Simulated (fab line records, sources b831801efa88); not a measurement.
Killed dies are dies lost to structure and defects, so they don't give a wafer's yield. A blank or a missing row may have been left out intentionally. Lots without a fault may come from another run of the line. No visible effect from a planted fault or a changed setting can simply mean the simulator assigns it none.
A struck lot beside a sound one / flow sfq_line / 15 out of 325 route steps
Sound: wafers L679.2, L679.4, L679.5. Struck: wafers L684.4, L684.5. (L684.3 of the same lot was not struck and is left out.) The cause comes at the end.
Per side, at each step with rows, come the tool, then ch with its chambers, and then its first start. Under that, the readings that differ: sound wafers / struck wafers / difference of the means / sigmas: that difference in standard deviations of wafers without a fault.
alike: readings whose means differ by less than 2 such deviations, and words and numbers that are the same on both sides. not compared: withheld readings, readings that some wafer has no value for, bounds like >300 that may hide the same value, and numbers for which the record gives no deviation and whose values overlap.
Wherever a step has rows on one side only, a row that says differs or no value, or a row with sigmas, the two part there. Numbers that don't overlap but have no deviation are shown without sigmas and don't part them. Lack of a reading on every wafer of one side parts them only where that side has two or more wafers.

SFQ_TRILAYER_I7_VIA_STRIP_STRIP_191: strips in O2.
  sound on rie_metal-02 ch 0,1, day 90 08:17; struck on rie_metal-01 ch 1, day 91 17:00
  alike: drypump_motor_current_A, oes_product_au
  not compared: rf_hours_counter_h
then, 8 steps without rows for these wafers: SFQ_TRILAYER_I7_VIA_STRIP_SOLV_CLEAN_192 (cleans in NMP, time 600 s); SFQ_TRILAYER_M8_LITHO_LOR_COAT_197; SFQ_TRILAYER_M8_LITHO_LOR_BAKE_198; SFQ_TRILAYER_M8_LITHO_COAT_193 (resist thk 600 nm); SFQ_TRILAYER_M8_LITHO_SOFTBAKE_199; SFQ_TRILAYER_M8_LITHO_EXPOSE_194 (exposes mask M8, target cd 2000 nm); SFQ_TRILAYER_M8_LITHO_PEB_196 (peb time 60 s); SFQ_TRILAYER_M8_LITHO_DEVELOP_195 (img clear 15 s, time 55 s).
SFQ_M8_OVL_MEAS_948:
  struck on overlay-01, day 91 21:06; sound on overlay-01, day 91 15:06
  alike: M8_OVL
then, 2 steps without rows for these wafers: SFQ_TRILAYER_M8_DEP_EVAP_197 (material Ti, target thk 20 nm, time 100 s); SFQ_TRILAYER_M8_DEP_EVAP_198 (material Pt, target thk 50 nm, time 250 s).
SFQ_TRILAYER_M8_DEP_EVAP_196: material Au, target thk 180 nm, time 900 s.
  struck on pvd_sputter-01, day 91 21:21; sound on pvd_sputter-02, day 91 15:21
reading=model.Au_of_TRILAYER_M8_DEP_EVAP_196.thk_nm (nm); sound=180.2 182.6 180.7; struck=215.2 216.1; difference=+34.5; sigmas=
SFQ_M8_RS_MEAS_949: measurement is done with a four-point probe.
  struck on film_metro-03, day 91 22:12; sound on film_metro-01, day 91 15:53
reading=M8_AU_RS (ohm/sq); sound=0.1529 0.1510 0.1530; struck=0.1286 0.1279; difference=-0.0240; sigmas=-13
  not compared: hold
SFQ_M8_THK_MEAS_950: measures by xrf.
  struck on film_metro-03, day 92 02:38; sound on film_metro-01, day 91 16:00
reading=M8_AU_THK (nm); sound=179.0 181.1 180.1; struck=216.5 217.7; difference=+37.0; sigmas=+16
  not compared: hold

== WHERE THEY PART ==
Earliest at SFQ_M8_RS_MEAS_949; latest, in this record, at SFQ_M8_THK_MEAS_950.

WHY: what had been put in by the simulator
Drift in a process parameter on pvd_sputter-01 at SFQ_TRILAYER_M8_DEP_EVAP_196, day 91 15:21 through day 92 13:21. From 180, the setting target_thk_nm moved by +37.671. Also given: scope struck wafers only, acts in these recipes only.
